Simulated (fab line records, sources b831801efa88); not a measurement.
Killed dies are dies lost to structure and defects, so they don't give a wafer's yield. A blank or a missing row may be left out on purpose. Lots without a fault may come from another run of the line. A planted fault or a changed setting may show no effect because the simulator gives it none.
fab line records | flow gf180mcu | part 1 of 2: steps 1 to 23 of 32
record lots=5 wafers=15 last_day=34
route steps=602 shown VT_IMPLANT@91
lots that met no fault: from a run of the same line without faults
start_h: hours from the record's first day to the start of the lot's first wafer shown | wait_h: hours since the lot's step before | " the same as in the row above | L1.1+2: a row that stands for several wafers | - no value, or no start given | * or withheld: withheld | < > ~ a bound
route shown NAME@n: a module of which the file shows steps, and the number in the route of the first | usual: mean/standard deviation of fault-free wafers | same: alike in all rows | chamber/n: place in a boat | sites: the reading at each site | _std_site: their standard deviation | _edge_site: outer sites' mean less inner sites' | radius_mm: how far each site lies from the wafer's centre | mask NAME#n: copy n | behind: the tool/chamber that last shaped the wafer | hold: why the lot was held/for how many hours/how that ended | device: the transistor (n, p or np) that didn't switch | end of line: the same wafers' tests at the end of the route | a step without rows: its recipe alone | killed: dies lost to structure and defects at the first sort, not the wafer's yield | map: a wafer's dies, x killed, . not, _ none there
set.NAME: the setting as run; set.NAME@STEP: as run at that earlier step | model.NAME: the simulator's own value behind a step, which no gauge read
lots at some steps of the route; a table a step, a row a wafer
services: from which hour (start_h, from the record's first day; less than 0 if before it) a tool's chamber was out of use, for how many hours, and why
## steps
# step GF_VT_IMPLANT_HMDS_01
# recipe prime_time_s=60 prime_temp_c=120
# usual exhaust_pa=45.0/0.8
# columns lot.wafer tool chamber start_h wait_h exhaust_pa
L083.4 litho_track-02 0 151.69 0.1 44.0
L083.5 " 0 " " 43.8
L083.6 " 0 " " 44.7
L084.2 litho_track-04 0 158.93 0.1 43.3
L084.5 " 0 " " 45.2
L084.6 " 0 " " 44.6
L092.1 litho_track-02 0 207.71 0.1 44.3
L092.3 " 0 " " 44.6
L092.4 " 0 " " 44.8
L093.1 litho_track-02 0 214.71 0.1 44.9
L093.3 " 0 " " 43.5
L093.4 " 0 " " 45.2
L095.3 litho_track-03 0 235.45 0.1 45.5
L095.5 " 0 " " 45.2
L095.6 " 0 " " 44.5
# step GF_VT_IMPLANT_COAT_02
# recipe resist=NOVOLAK spin_rpm=3000 resist_thk_nm=1000
# usual exhaust_pa=45.1/0.85 spin_speed_rpm=3000.1/2
# columns lot.wafer tool chamber start_h wait_h exhaust_pa spin_speed_rpm
L083.4 litho_track-02 0 151.84 0.1 46.1 3000.9
L083.5 " 0 " " 44.7 3001.5
L083.6 " 0 " " 46.6 3000.8
L084.2 litho_track-04 0 159.08 0.1 46.7 2999.6
L084.5 " 0 " " 45.5 2999.0
L084.6 " 0 " " 46.7 3000.0
L092.1 litho_track-02 0 207.86 0.1 46.2 3005.7
L092.3 " 0 " " 45.1 3000.1
L092.4 " 0 " " 44.4 3002.8
L093.1 litho_track-02 0 214.86 0.1 44.8 2996.8
L093.3 " 0 " " 45.8 2997.5
L093.4 " 0 " " 44.8 2996.6
L095.3 litho_track-03 0 235.60 0.1 44.2 3003.3
L095.5 " 0 " " 43.4 3001.3
L095.6 " 0 " " 45.0 3001.4
# step GF_VT_IMPLANT_SOFTBAKE_03
# recipe temp_c=90 time_s=60 resist=NOVOLAK
# usual exhaust_pa=45.0/0.87 plate_temp_C=90.00/0.14
# columns lot.wafer tool chamber start_h wait_h exhaust_pa plate_temp_C
L083.4 litho_track-02 0 151.99 0.1 45.2 90.09
L083.5 " 0 " " 43.7 90.05
L083.6 " 0 " " 44.9 89.83
L084.2 litho_track-04 0 159.23 0.1 45.8 89.85
L084.5 " 0 " " 46.3 89.91
L084.6 " 0 " " 45.9 90.03
L092.1 litho_track-02 0 208.01 0.1 45.4 90.16
L092.3 " 0 " " 45.4 89.94
L092.4 " 0 " " 45.7 90.04
L093.1 litho_track-02 0 215.01 0.1 45.2 90.14
L093.3 " 0 " " 45.0 90.00
L093.4 " 0 " " 45.6 89.96
L095.3 litho_track-03 0 235.75 0.1 44.5 89.95
L095.5 " 0 " " 45.7 89.96
L095.6 " 0 " " 45.4 90.08
# step GF_VT_IMPLANT_EXPOSE_04
# recipe mask_id=LVPWELL_LV_AREA target_cd_nm=600 na=0.6 source_shape=conventional sigma_outer=0.6 dose_mj=140
# usual exposure_dose_mJ_cm2=140.01/0.15
# same na=0.6 sigma_outer=0.6
# columns lot.wafer tool chamber start_h wait_h mask exposure_dose_mJ_cm2
L083.4 iline_stepper-01 0 - - LVPWELL_LV_AREA#0 140.10
L083.5 " 0 " " LVPWELL_LV_AREA#0 139.96
L083.6 " 0 " " LVPWELL_LV_AREA#0 139.93
L084.2 iline_stepper-01 0 - - LVPWELL_LV_AREA#0 140.09
L084.5 " 0 " " LVPWELL_LV_AREA#0 140.05
L084.6 " 0 " " LVPWELL_LV_AREA#0 140.27
L092.1 iline_stepper-01 0 - - LVPWELL_LV_AREA#0 140.09
L092.3 " 0 " " LVPWELL_LV_AREA#0 140.02
L092.4 " 0 " " LVPWELL_LV_AREA#0 140.12
L093.1 iline_stepper-02 0 - - LVPWELL_LV_AREA#0 140.17
L093.3 " 0 " " LVPWELL_LV_AREA#0 140.25
L093.4 " 0 " " LVPWELL_LV_AREA#0 140.12
L095.3 iline_stepper-01 0 - - LVPWELL_LV_AREA#0 139.62
L095.5 " 0 " " LVPWELL_LV_AREA#0 139.93
L095.6 " 0 " " LVPWELL_LV_AREA#0 139.87
# step GF_VT_IMPLANT_PEB_05
# recipe temp_c=withheld time_s=* resist=NOVOLAK
# usual exhaust_pa=45.0/0.86
# columns lot.wafer tool chamber start_h wait_h exhaust_pa
L083.4 litho_track-02 0 - - 46.9
L083.5 " 0 " " 45.7
L083.6 " 0 " " 46.6
L084.2 litho_track-04 0 - - 44.5
L084.5 " 0 " " 44.7
L084.6 " 0 " " 44.6
L092.1 litho_track-03 0 - - 44.0
L092.3 " 0 " " 44.6
L092.4 " 0 " " 44.0
L093.1 litho_track-02 0 - - 45.0
L093.3 " 0 " " 45.8
L093.4 " 0 " " 44.8
L095.3 litho_track-03 0 - - 43.7
L095.5 " 0 " " 43.5
L095.6 " 0 " " 44.1
# step GF_VT_IMPLANT_DEVELOP_06
# recipe develop_time_s=60 dev_temp_c=23
# usual exhaust_pa=45.2/0.96
# columns lot.wafer tool chamber start_h wait_h exhaust_pa
L083.4 litho_track-02 0 159.34 0.1 46.1
L083.5 " 0 " " 45.3
L083.6 " 0 " " 44.1
L084.2 litho_track-04 0 167.53 0.1 44.6
L084.5 " 0 " " 45.3
L084.6 " 0 " " 46.2
L092.1 litho_track-03 0 216.25 0.1 44.0
L092.3 " 0 " " 43.4
L092.4 " 0 " " 45.1
L093.1 litho_track-02 0 224.26 0.1 46.2
L093.3 " 0 " " 45.4
L093.4 " 0 " " 47.3
L095.3 litho_track-03 0 245.10 0.1 45.4
L095.5 " 0 " " 45.0
L095.6 " 0 " " 46.0
# step GF_VT_IMPLANT_OVL_MEAS_07
# usual VT_IMPLANT_OVL=-0.8/1.2
# columns lot.wafer tool chamber start_h wait_h VT_IMPLANT_OVL[nm]
L083.4 overlay-02 - 159.43 0.1 -1.6
L083.5 " - " " -1.9
L083.6 " - " " -0.3
L084.2 overlay-02 - 167.66 0.1 -1.7
L084.5 " - " " -1.8
L084.6 " - " " -1.7
L092.1 overlay-01 - 216.40 0.1 -0.9
L092.3 " - " " -1.5
L092.4 " - " " -0.5
L093.1 overlay-02 - 224.41 0.1 -0.7
L093.3 " - " " -0.8
L093.4 " - " " 0.6
L095.3 overlay-02 - 245.21 0.1 -0.1
L095.5 " - " " 0.6
L095.6 " - " " 0.9
# step GF_VT_IMPLANT_IMPLANT_08
# recipe species=BF2 energy_kev=20 dose_cm2=8.29e+12 tilt_deg=7
# usual faraday_current_uA=46.8/0.91
# columns lot.wafer tool chamber start_h wait_h faraday_current_uA
L083.4 implanter-04 0 159.52 0.1 46.4
L083.5 " 0 " " 45.6
L083.6 " 0 " " 47.3
L084.2 implanter-01 0 167.71 0.0 45.6
L084.5 " 0 " " 47.5
L084.6 " 0 " " 48.4
L092.1 implanter-04 0 216.44 0.0 47.9
L092.3 " 0 " " 45.6
L092.4 " 0 " " 46.6
L093.1 implanter-04 0 224.45 0.0 45.8
L093.3 " 0 " " 47.7
L093.4 " 0 " " 46.4
L095.3 implanter-03 0 245.29 0.1 46.8
L095.5 " 0 " " 45.2
L095.6 " 0 " " 47.7
# step GF_VT_IMPLANT_STRIP_09
# recipe chemistry=O2/N2 power_w=1400 pressure_mtorr=1500 platen_temp_c=250 o2_flow_sccm=3000 n2_flow_sccm=300 overash_fraction=0.5
# usual drypump_motor_current_A=5.4/0.3 heater_power_w=334/35 oes_product_au=0.717/0.0045 strip_time_to_endpoint_s=12.63/0.035
# columns lot.wafer tool chamber start_h wait_h drypump_motor_current_A heater_power_w oes_product_au rf_hours_counter_h strip_time_to_endpoint_s
L083.4 plasma_asher-01 0 159.63 0.1 5.1 353 0.724 - 12.66
L083.5 " 0 " " 5.1 366 0.720 - 12.64
L083.6 " 1 " " 5.0 378 0.710 - 12.66
L084.2 plasma_asher-03 0 167.84 0.1 5.5 319 0.709 50 12.59
L084.5 " 0 " " 5.5 300 0.716 - 12.57
L084.6 " 1 " " 5.7 316 0.723 - 12.55
L092.1 plasma_asher-02 1 216.59 0.1 5.7 343 0.718 11 12.60
L092.3 " 0 " " 5.6 271 0.722 - 12.60
L092.4 " 1 " " 5.8 338 0.717 - 12.57
L093.1 plasma_asher-03 0 224.60 0.1 5.5 305 0.707 56 12.59
L093.3 " 0 " " 5.5 314 0.727 - 12.61
L093.4 " 1 " " 5.7 315 0.710 - 12.57
L095.3 plasma_asher-01 0 245.42 0.1 5.1 350 0.719 - 12.68
L095.5 " 0 " " 5.1 350 0.718 - 12.63
L095.6 " 1 " " 5.0 390 0.715 - 12.67
# step GF_VT_IMPLANT_TW_MEAS_10
# usual VT_IMPLANT_TW=570/5.2
# columns lot.wafer tool chamber start_h wait_h VT_IMPLANT_TW
L083.4 film_metro-03 - 159.73 0.1 576
L083.5 " - " " 574
L083.6 " - " " 570
L084.2 film_metro-04 - 167.95 0.1 572
L084.5 " - " " 570
L084.6 " - " " 572
L092.1 film_metro-01 - 216.69 0.1 562
L092.3 " - " " 563
L092.4 " - " " 560
L093.1 film_metro-04 - 224.70 0.1 574
L093.3 " - " " 579
L093.4 " - " " 575
L095.3 film_metro-04 - 245.51 0.1 569
L095.5 " - " " 569
L095.6 " - " " 571
# step GF_VT_IMPLANT_DEHYDRATE_11
# recipe temp_c=200 time_s=60
# usual exhaust_pa=45.1/0.87 plate_temp_C=200.00/0.16
# columns lot.wafer tool chamber start_h wait_h exhaust_pa plate_temp_C
L083.4 litho_track-02 0 167.64 7.9 46.2 199.94
L083.5 " 0 " " 46.6 199.77
L083.6 " 0 " " 47.0 199.76
L084.2 litho_track-04 0 175.18 7.2 44.5 200.00
L084.5 " 0 " " 45.4 199.94
L084.6 " 0 " " 46.1 200.21
L092.1 litho_track-04 0 225.50 8.8 45.2 200.19
L092.3 " 0 " " 45.5 200.15
L092.4 " 0 " " 46.1 200.15
L093.1 litho_track-02 0 232.81 8.1 44.5 199.77
L093.3 " 0 " " 44.0 199.86
L093.4 " 0 " " 43.9 199.96
L095.3 litho_track-04 0 254.10 8.6 45.9 200.05
L095.5 " 0 " " 46.1 200.15
L095.6 " 0 " " 47.4 199.99
# step GF_VT_IMPLANT_HMDS_12
# recipe prime_time_s=60 prime_temp_c=120
# usual exhaust_pa=44.9/0.88
# columns lot.wafer tool chamber start_h wait_h exhaust_pa
L083.4 litho_track-02 0 167.79 0.1 44.2
L083.5 " 0 " " 46.8
L083.6 " 0 " " 45.2
L084.2 litho_track-04 0 175.33 0.1 46.7
L084.5 " 0 " " 46.1
L084.6 " 0 " " 44.8
L092.1 litho_track-04 0 225.65 0.1 45.8
L092.3 " 0 " " 45.1
L092.4 " 0 " " 46.1
L093.1 litho_track-02 0 232.96 0.1 45.1
L093.3 " 0 " " 44.9
L093.4 " 0 " " 44.6
L095.3 litho_track-04 0 254.25 0.1 45.3
L095.5 " 0 " " 45.6
L095.6 " 0 " " 45.6
# step GF_VT_IMPLANT_COAT_13
# recipe resist=NOVOLAK spin_rpm=3000 resist_thk_nm=1000
# usual exhaust_pa=45.0/0.84 spin_speed_rpm=2999.9/2
# columns lot.wafer tool chamber start_h wait_h exhaust_pa spin_speed_rpm
L083.4 litho_track-02 0 167.94 0.1 45.8 3000.1
L083.5 " 0 " " 45.4 2999.4
L083.6 " 0 " " 45.4 2996.6
L084.2 litho_track-04 0 175.48 0.1 44.3 2999.9
L084.5 " 0 " " 44.5 2998.2
L084.6 " 0 " " 44.8 3001.9
L092.1 litho_track-04 0 225.80 0.1 45.1 3000.8
L092.3 " 0 " " 45.0 2997.9
L092.4 " 0 " " 45.1 2997.0
L093.1 litho_track-02 0 233.11 0.1 44.5 3001.7
L093.3 " 0 " " 44.1 2997.0
L093.4 " 0 " " 44.5 3000.6
L095.3 litho_track-04 0 254.40 0.1 45.5 3004.6
L095.5 " 0 " " 46.2 3001.6
L095.6 " 0 " " 44.9 3002.6
# step GF_VT_IMPLANT_SOFTBAKE_14
# recipe temp_c=90 time_s=60 resist=NOVOLAK
# usual exhaust_pa=44.8/0.91 plate_temp_C=89.97/0.11
# columns lot.wafer tool chamber start_h wait_h exhaust_pa plate_temp_C
L083.4 litho_track-02 0 168.09 0.1 43.9 90.06
L083.5 " 0 " " 44.3 90.08
L083.6 " 0 " " 44.9 89.97
L084.2 litho_track-04 0 175.63 0.1 44.5 90.12
L084.5 " 0 " " 45.6 89.88
L084.6 " 0 " " 46.3 89.87
L092.1 litho_track-04 0 225.95 0.1 44.7 89.91
L092.3 " 0 " " 44.1 90.12
L092.4 " 0 " " 44.3 89.98
L093.1 litho_track-02 0 233.26 0.1 45.2 89.87
L093.3 " 0 " " 46.3 89.96
L093.4 " 0 " " 44.9 90.17
L095.3 litho_track-04 0 254.55 0.1 44.8 89.92
L095.5 " 0 " " 44.4 90.06
L095.6 " 0 " " 45.7 90.07
# step GF_VT_IMPLANT_EXPOSE_15
# recipe mask_id=Nwell_LV_AREA target_cd_nm=860 na=0.6 source_shape=conventional sigma_outer=0.6 dose_mj=140
# usual exposure_dose_mJ_cm2=140.02/0.13
# same na=0.6 sigma_outer=0.6
# columns lot.wafer tool chamber start_h wait_h mask exposure_dose_mJ_cm2
L083.4 iline_stepper-02 0 - - Nwell_LV_AREA#0 140.31
L083.5 " 0 " " Nwell_LV_AREA#0 140.20
L083.6 " 0 " " Nwell_LV_AREA#0 140.13
L084.2 iline_stepper-02 0 - - Nwell_LV_AREA#0 140.03
L084.5 " 0 " " Nwell_LV_AREA#0 140.09
L084.6 " 0 " " Nwell_LV_AREA#0 140.05
L092.1 iline_stepper-02 0 - - Nwell_LV_AREA#0 140.09
L092.3 " 0 " " Nwell_LV_AREA#0 140.20
L092.4 " 0 " " Nwell_LV_AREA#0 140.05
L093.1 iline_stepper-01 0 - - Nwell_LV_AREA#0 140.11
L093.3 " 0 " " Nwell_LV_AREA#0 139.93
L093.4 " 0 " " Nwell_LV_AREA#0 140.11
L095.3 iline_stepper-01 0 - - Nwell_LV_AREA#0 139.85
L095.5 " 0 " " Nwell_LV_AREA#0 139.83
L095.6 " 0 " " Nwell_LV_AREA#0 139.82
# step GF_VT_IMPLANT_PEB_16
# recipe temp_c=withheld time_s=* resist=NOVOLAK
# usual exhaust_pa=45.1/0.97
# columns lot.wafer tool chamber start_h wait_h exhaust_pa
L083.4 litho_track-04 0 - - 45.5
L083.5 " 0 " " 45.0
L083.6 " 0 " " 44.2
L084.2 litho_track-03 0 - - 45.4
L084.5 " 0 " " 46.1
L084.6 " 0 " " 45.1
L092.1 litho_track-03 0 - - 46.3
L092.3 " 0 " " 46.1
L092.4 " 0 " " 46.1
L093.1 litho_track-02 0 - - 45.6
L093.3 " 0 " " 45.1
L093.4 " 0 " " 46.2
L095.3 litho_track-04 0 - - 44.7
L095.5 " 0 " " 45.0
L095.6 " 0 " " 44.7
# step GF_VT_IMPLANT_DEVELOP_17
# recipe develop_time_s=60 dev_temp_c=23
# usual exhaust_pa=45.2/0.88
# columns lot.wafer tool chamber start_h wait_h exhaust_pa
L083.4 litho_track-04 0 175.98 0.1 44.0
L083.5 " 0 " " 44.4
L083.6 " 0 " " 45.2
L084.2 litho_track-03 0 183.83 0.1 46.2
L084.5 " 0 " " 44.7
L084.6 " 0 " " 46.3
L092.1 litho_track-03 0 234.20 0.1 45.0
L092.3 " 0 " " 44.8
L092.4 " 0 " " 44.4
L093.1 litho_track-02 0 242.71 0.1 43.4
L093.3 " 0 " " 43.6
L093.4 " 0 " " 44.2
L095.3 litho_track-04 0 263.80 0.1 46.0
L095.5 " 0 " " 45.6
L095.6 " 0 " " 45.5
# step GF_VT_IMPLANT_OVL_MEAS_18
# usual VT_IMPLANT_01_OVL=0.8/1.5
# columns lot.wafer tool chamber start_h wait_h VT_IMPLANT_01_OVL[nm]
L083.4 overlay-02 - 176.07 0.1 1.0
L083.5 " - " " -0.1
L083.6 " - " " 2.3
L084.2 overlay-01 - 183.96 0.1 -0.8
L084.5 " - " " -1.7
L084.6 " - " " 0.2
L092.1 overlay-02 - 234.35 0.1 1.0
L092.3 " - " " 1.1
L092.4 " - " " 0.3
L093.1 overlay-02 - 242.86 0.1 1.2
L093.3 " - " " 1.8
L093.4 " - " " 0.1
L095.3 overlay-02 - 263.91 0.1 -0.1
L095.5 " - " " -0.6
L095.6 " - " " -2.0
# step GF_VT_IMPLANT_IMPLANT_19
# recipe species=As energy_kev=100 dose_cm2=4.35e+12 tilt_deg=7
# usual faraday_current_uA=24.6/0.51
# columns lot.wafer tool chamber start_h wait_h faraday_current_uA
L083.4 implanter-04 0 176.16 0.1 24.4
L083.5 " 0 " " 24.7
L083.6 " 0 " " 24.7
L084.2 implanter-04 0 184.01 0.0 24.8
L084.5 " 0 " " 24.1
L084.6 " 0 " " 24.5
L092.1 implanter-01 0 234.39 0.0 24.7
L092.3 " 0 " " 24.8
L092.4 " 0 " " 25.0
L093.1 implanter-03 0 242.90 0.0 25.5
L093.3 " 0 " " 24.8
L093.4 " 0 " " 24.6
L095.3 implanter-04 0 263.99 0.1 24.4
L095.5 " 0 " " 24.3
L095.6 " 0 " " 24.5
# step GF_VT_IMPLANT_STRIP_20
# recipe chemistry=O2/N2 power_w=1400 pressure_mtorr=1500 platen_temp_c=250 o2_flow_sccm=3000 n2_flow_sccm=300 overash_fraction=0.5
# usual drypump_motor_current_A=5.3/0.3 heater_power_w=338/34 oes_product_au=0.716/0.0048 strip_time_to_endpoint_s=12.63/0.034
# columns lot.wafer tool chamber start_h wait_h drypump_motor_current_A heater_power_w oes_product_au rf_hours_counter_h strip_time_to_endpoint_s
L083.4 plasma_asher-02 0 176.27 0.1 5.5 277 0.719 - 12.68
L083.5 " 0 " " 5.6 278 0.709 - 12.65
L083.6 " 1 " " 5.7 333 0.715 - 12.60
L084.2 plasma_asher-01 1 184.14 0.1 5.0 372 0.712 40 12.54
L084.5 " 0 " " 5.1 359 0.717 - 12.55
L084.6 " 1 " " 5.0 385 0.713 - 12.61
L092.1 plasma_asher-03 0 234.54 0.1 5.5 316 0.717 58 12.64
L092.3 " 1 " " 5.7 307 0.723 - 12.59
L092.4 " 0 " " 5.5 313 0.719 - 12.58
L093.1 plasma_asher-03 0 243.05 0.1 5.5 313 0.715 58 12.62
L093.3 " 1 " " 5.7 313 0.720 - 12.63
L093.4 " 0 " " 5.5 316 0.717 - 12.64
L095.3 plasma_asher-02 0 264.12 0.1 5.6 276 0.719 - 12.69
L095.5 " 1 " " 5.7 332 0.721 - 12.62
L095.6 " 0 " " 5.6 275 0.710 - 12.71
# step GF_VT_IMPLANT_TW_MEAS_21
# usual VT_IMPLANT_2_TW=1223/13
# columns lot.wafer tool chamber start_h wait_h VT_IMPLANT_2_TW
L083.4 film_metro-03 - 176.37 0.1 1239
L083.5 " - " " 1239
L083.6 " - " " 1232
L084.2 film_metro-04 - 184.25 0.1 1235
L084.5 " - " " 1232
L084.6 " - " " 1228
L092.1 film_metro-01 - 234.64 0.1 1209
L092.3 " - " " 1212
L092.4 " - " " 1219
L093.1 film_metro-01 - 243.15 0.1 1206
L093.3 " - " " 1207
L093.4 " - " " 1207
L095.3 film_metro-03 - 264.21 0.1 1222
L095.5 " - " " 1225
L095.6 " - " " 1222
# step GF_VT_IMPLANT_DEHYDRATE_22
# recipe temp_c=200 time_s=60
# usual exhaust_pa=44.8/1 plate_temp_C=199.98/0.15
# columns lot.wafer tool chamber start_h wait_h exhaust_pa plate_temp_C
L083.4 litho_track-04 0 184.38 8.0 44.8 200.02
L083.5 " 0 " " 43.3 199.87
L083.6 " 0 " " 44.1 199.87
L084.2 litho_track-04 0 192.93 8.7 43.0 199.94
L084.5 " 0 " " 42.2 200.14
L084.6 " 0 " " 43.4 200.10
L092.1 litho_track-03 0 243.35 8.7 44.5 200.32
L092.3 " 0 " " 43.9 200.44
L092.4 " 0 " " 45.0 200.12
L093.1 litho_track-03 0 252.05 8.9 44.4 200.07
L093.3 " 0 " " 45.7 199.73
L093.4 " 0 " " 44.9 199.89
L095.3 litho_track-04 0 273.00 8.8 43.4 199.85
L095.5 " 0 " " 45.4 199.99
L095.6 " 0 " " 44.6 199.98
# step GF_VT_IMPLANT_HMDS_23
# recipe prime_time_s=60 prime_temp_c=120
# usual exhaust_pa=45.1/0.84
# columns lot.wafer tool chamber start_h wait_h exhaust_pa
L083.4 litho_track-04 0 184.53 0.1 45.7
L083.5 " 0 " " 43.9
L083.6 " 0 " " 45.5
L084.2 litho_track-04 0 193.08 0.1 44.8
L084.5 " 0 " " 44.6
L084.6 " 0 " " 44.0
L092.1 litho_track-03 0 243.50 0.1 44.9
L092.3 " 0 " " 43.5
L092.4 " 0 " " 45.0
L093.1 litho_track-03 0 252.20 0.1 45.0
L093.3 " 0 " " 44.7
L093.4 " 0 " " 44.9
L095.3 litho_track-04 0 273.15 0.1 45.4
L095.5 " 0 " " 45.0
L095.6 " 0 " " 45.0
